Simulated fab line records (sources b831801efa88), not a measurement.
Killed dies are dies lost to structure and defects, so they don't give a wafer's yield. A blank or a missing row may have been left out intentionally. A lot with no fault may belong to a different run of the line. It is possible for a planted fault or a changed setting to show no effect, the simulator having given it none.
2 desks, one fault -- flow sky130 -- each desk holds nothing but its own numbers, with what lay behind them at the end

== FOR THE TOOL OWNER'S DESK: cvd w-01 ==
The tool's own readings at SKY_LI_CONTACT_CVD_21 (deposits W, target thk 400 nm, time 120.56 s): means of the sampled wafers that have a number, for each lot that ran on this tool. Any lot whose mean is over 4 standard deviations away from the usual mean is out of limits and marked OUT; that distance is given in the brackets.
Columns: A = chamber pressure Torr at SKY_LI_CONTACT_CVD_21, usual 39.99 Torr; B = heater power w at SKY_LI_CONTACT_CVD_21, usual 828 W
lot,first seen here,A,B
L157,day 29 01:09,39.89,780
L158,day 29 14:08,39.99,755
L160,day 30 10:14,40.01,769
L164,day 31 22:18,39.86,795
L165,day 32 03:52,39.99,771
L166,day 32 05:52,39.88,768
L168,day 33 05:07,40.02,796
L175,day 35 05:58,46.63 (+81) OUT,772
L177,day 35 20:13,43.28 (+40) OUT,778
Finding of this desk: L175, L177 out of limits; the first was L175 at day 35 05:58, on chamber pressure Torr at SKY_LI_CONTACT_CVD_21. L157, L158, L160, L164, L165, L166, L168: within limits.

== METROLOGY DESK ==
What the gauges read for every lot (on any tool): the sampled wafers with a number, averaged. Any lot whose mean is over 4 standard deviations away from the usual mean is out of limits and marked OUT; that distance is given in the brackets.
Columns: A = cd nm at SKY_LI_CONTACT_CD_MEAS_12, usual 169.8 nm; B = LI_CONTACT_W_RS at SKY_LI_CONTACT_RS_MEAS_22, usual 0.285 ohm/sq; C = LI_CONTACT_W_THK at SKY_LI_CONTACT_THK_MEAS_23, usual 382 nm
lot,first seen here,A,B,C
L157,day 29 00:26,168.9,0.289,375
L158,day 29 13:26,168.4,0.289,375
L159,day 29 22:59,170.4,0.287,376
L160,day 30 09:31,169.9,0.287,378
L163,day 31 15:22,170.2,0.289,374
L164,day 31 21:35,172.3,0.288,379
L165,day 32 03:10,169.5,0.284,384
L166,day 32 05:08,171.1,0.290,376
L168,day 33 04:24,169.7,0.286,382
L169,day 33 09:49,167.6,0.277,392
L175,day 35 05:16,169.1,0.268,408
L177,day 35 19:19,169.3,0.280,393
This desk's verdict: no lot among the 12 shows anything out of limits.

== TAKEN TOGETHER ==
An alarm could have come from the tool owner's desk at day 35 05:58, on L175, L177.
Nothing out of limits was seen by the metrology desk.
The metrology desk holds a record of L175, L177, inside its limits.
Of the lots named, all ran SKY_LI_CONTACT_CVD_21 on cvd w-01.

== WHAT WAS PUT IN BY THE SIMULATOR ==
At SKY_LI_CONTACT_CVD_21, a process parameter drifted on cvd w-01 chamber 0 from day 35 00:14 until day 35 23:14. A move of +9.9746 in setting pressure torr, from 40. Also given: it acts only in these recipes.
Struck lots among those shown: L175, L177.
Time in hours from fault onset to the first out-of-limits reading at each desk: the tool owner's desk, 6.
